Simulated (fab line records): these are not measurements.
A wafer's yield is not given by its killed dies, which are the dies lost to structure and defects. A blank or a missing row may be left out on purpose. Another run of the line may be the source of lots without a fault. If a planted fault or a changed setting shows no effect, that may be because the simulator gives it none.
Split-lot experiment    flow sky130    5 lots, 23 wafers read, on a route of 708 steps

== ON THE SPLIT ==
At SKY_VT_ADJUST_HVTR_DEVELOP_06 (develop time 60 s), the setting devTempC was moved away from the recipe's 23 C on 5 of the 23 wafers read, by -15.9% to +13.7%. The other wafers ran this setting at the recipe's value.

The file shows no step between the split and the reading.

== THE READING ==
cdNm, in nm, at SKY_VT_ADJUST_HVTR_CD_MEAS_07 (target cd 380 nm). Typical for fault-free wafers on this fab line: 380.7 nm, with standard deviation 2 nm.

wafer   tool, chamber at the split  devTempC as run, C  against the recipe  cdNm, nm  against lot-mates on the recipe
L075.1  lithoTrack-02, 0            23                  recipe              383.1     -
L075.2  lithoTrack-02, 0            23                  recipe              381.4     -
L075.3  lithoTrack-02, 0            23                  recipe              383.7     -
L075.4  lithoTrack-02, 0            23                  recipe              382.6     -
L075.5  lithoTrack-02, 0            23                  recipe              381.5     -
L078.2  lithoTrack-04, 0            26.16               +13.7%              370.1     -10.6
L078.3  lithoTrack-04, 0            23                  recipe              380.0     -
L078.4  lithoTrack-04, 0            23                  recipe              381.3     -
L078.5  lithoTrack-04, 0            23                  recipe              380.7     -
L078.6  lithoTrack-04, 0            26.16               +13.7%              371.8     -8.9
L079.2  lithoTrack-01, 0            23                  recipe              382.1     -
L079.3  lithoTrack-01, 0            23                  recipe              381.3     -
L079.4  lithoTrack-01, 0            23                  recipe              381.6     -
L079.5  lithoTrack-01, 0            23                  recipe              379.5     -
L079.6  lithoTrack-01, 0            23                  recipe              380.9     -
L080.2  lithoTrack-02, 0            19.34               -15.9%              391.4     +12.0
L080.3  lithoTrack-02, 0            19.34               -15.9%              390.5     +11.1
L080.4  lithoTrack-02, 0            23                  recipe              380.3     -
L080.5  lithoTrack-02, 0            19.34               -15.9%              390.9     +11.5
L080.6  lithoTrack-02, 0            23                  recipe              378.5     -
L084.1  lithoTrack-01, 0            23                  recipe              377.5     -
L084.3  lithoTrack-01, 0            23                  recipe              376.1     -
L084.6  lithoTrack-01, 0            23                  recipe              376.6     -

FIT RESULTS
A straight line over all 23 wafers: cdNm changes by -0.67 nm for each +1% of devTempC; r = -0.93; the points scatter about the line by 1.9 nm.
The same after taking each lot's own level away (the mean of its wafers on the recipe; 23 wafers): -0.718 nm for each +1%; r = -0.99; scatter 0.8 nm.
The reading moves by 11 nm for the largest change in devTempC, on that fit.
The lots' own levels span 376.73 to 382.46 nm, that is 2.9 times the standard deviation above.
The two slopes agree, so the slope changes little with the lot-to-lot level.
Check: for one of the wafers moved furthest among these (-15.9%), held out of the fit, the line's prediction against its lot-mates is +11.3 nm. Against them it came out at +12 nm.

== OTHER SPLITS ON THESE WAFERS ==
Other splits were also applied to these wafers ahead of the reading. Each is held against what the fit with the lots' levels taken away leaves over:
other split on the same wafers               wafers away from the commonest value  r with cdNm (lot level and that fit taken away)
SKY_FIELD_ISO_EXPOSE_10 doseMj               8                                     -0.05
SKY_NWELL_OXIDATION_01 oxTimeS               18                                    +0.02
SKY_PWDE_COAT_02 resistThkNm                 10                                    -0.12
SKY_PWDE_DEVELOP_06 devTempC                 8                                     -0.15
SKY_VT_ADJUST_LVTN_COAT_13 resistThkNm       6                                     -0.11
SKY_VT_ADJUST_LVTN_EXPOSE_15 doseMj          8                                     +0.13
SKY_VT_ADJUST_NCORE_DEVELOP_06 developTimeS  6                                     -0.15
SKY_VT_ADJUST_NCORE_IMPLANT_09 energyKev     6                                     -0.04

== FILE'S OWN FIT ==
cdNm changes by -0.72 nm for each +1% of devTempC, r = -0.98.
